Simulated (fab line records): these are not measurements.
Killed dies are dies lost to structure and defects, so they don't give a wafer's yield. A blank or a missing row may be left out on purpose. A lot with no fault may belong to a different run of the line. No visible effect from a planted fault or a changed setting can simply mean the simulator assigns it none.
Struck lot and sound lot, side by side :: flow sky130 :: 16 out of 708 route steps
Sound: the wafers L600.2, L600.4, L600.5. The struck wafers were L604.2, L604.4, L604.5. Last of all comes the cause.
Each step with rows lists, per side, the tool, then ch with its chambers, then its first start. Under that, the readings that differ: sound wafers :: struck wafers :: difference of the means :: sigmas: that difference in standard deviations of wafers without a fault.
alike: words and numbers the same on both sides, and readings whose means are apart by under 2 such deviations; not compared: readings that were withheld, readings missing a value for some wafer, numbers with overlapping values and no deviation given by the record, and bounds like >300 which may hide the same value.
A row with sigmas, a row that says differs or no value, or rows on one side alone: a step with any of these is where the two part. When numbers do not overlap yet have no deviation, they are printed without sigmas and do not part them. A reading missing from all wafers of one side parts the sides only when that side holds two or more wafers.

first, 5 steps without rows for these wafers: SKY_SONOS_TUNNEL_COAT_02 (resist thk 1140 nm); SKY_SONOS_TUNNEL_SOFTBAKE_03 (time 60 s); SKY_SONOS_TUNNEL_EXPOSE_04 (exposes mask TUNM, target cd 410 nm); SKY_SONOS_TUNNEL_PEB_05; SKY_SONOS_TUNNEL_DEVELOP_06 (develop time 60 s).
SKY_SONOS_TUNNEL_CD_MEAS_07: target cd 410 nm.
  struck on cd sem-02, day 14 07:31; sound on cd sem-02, day 13 00:53
  alike: cd nm
SKY_SONOS_TUNNEL_OVL_MEAS_08:
  struck on overlay-02, day 14 07:37; sound on overlay-02, day 13 00:59
  alike: SONOS_TUNNEL_OVL
then, 3 steps without rows for these wafers: SKY_SONOS_TUNNEL_IMPLANT_09; SKY_SONOS_TUNNEL_WET_ETCH_10 (etches SiO2 in dHF, target depth 14 nm, time 280 s); SKY_SONOS_TUNNEL_STRIP_11 (strips in SPM, time 600 s).
SKY_SONOS_TUNNEL_TW_MEAS_12:
  struck on film metro-03, day 14 08:05; sound on film metro-03, day 13 01:28
  alike: SONOS_TUNNEL_TW
then, 1 step without rows for these wafers: SKY_SONOS_TUNNEL_CLEAN_13 (cleans in dHF, time 20 s).
SKY_SONOS_ONO_OXIDATION_00: stabilise 600 s, purge 300 s, target thk 2.6 nm.
  sound on furnace-02 ch 0, day 13 02:07; struck on furnace-02 ch 0, day 14 09:38
reading: model.SiO2_of_SONOS_ONO_OXIDATION_00.thk nm (nm)
sound: 2.609 2.637 2.649
struck: 2.155 2.18 2.152
difference: -0.469
sigmas: 
  alike: zone power upper pct
SKY_SONOS_ONO_THK_MEAS_01:
  struck on film metro-03, day 14 10:59; sound on film metro-04, day 13 03:28
reading: SONOS_ONO_OXIDATION_THK (nm)
sound: 2.62 2.58 2.68
struck: 2.13 2.19 2.14
difference: -0.47
sigmas: -9
then, 1 step without rows for these wafers: SKY_SONOS_ONO_CVD_02 (deposits Si3N4 from DCS/NH3, target thk 10.5 nm, time 180 s).
-- here the record skips 34 days between the struck wafers' starts before and after, leaving off in module SONOS_ONO and picking up in module PAD_OPEN (first step shown: number 708 of the route) --
SKY_PAD_OPEN_PROBE_99:
  struck on prober-01, day 48 02:41; sound on prober-01, day 47 04:42
reading: killed_at_M4_up
sound: 0 1 1
struck: 2 7 4
difference: +4
sigmas: +2

reading: model.etest.cap ono.gate log10 a cm2
sound: -7.994 -7.982 -8.046
struck: -7.529 -7.573 -7.398
difference: +0.507
sigmas: 

reading: model.etest.cap ono.tox acc nm (nm)
sound: 12.9 12.9 12.9
struck: 12.48 12.59 12.46
difference: -0.39
sigmas: 

reading: model.etest.sonos erased.vt v (V)
sound: -2.25 -2.278 -2.271
struck: -2.511 -2.447 -2.523
difference: -0.227
sigmas: 

reading: model.etest.sonos baked.vt less v (V)
sound: -0.4356 -0.457 -0.4902
struck: -0.6816 -0.6027 -0.6188
difference: -0.1734
sigmas: 
  alike: killed_at_M0_to_M3, killed at contacts, killed at front end, killed at other, killed dies, killed open, killed short
  not compared: model.etest.sonos erased.drive ua um, model.etest.cap ono.gate bv v

WHERE THEY PART
Earliest at SKY_SONOS_ONO_THK_MEAS_01; latest, in this record, at SKY_PAD_OPEN_PROBE_99.

WHY: the cause the simulator had injected
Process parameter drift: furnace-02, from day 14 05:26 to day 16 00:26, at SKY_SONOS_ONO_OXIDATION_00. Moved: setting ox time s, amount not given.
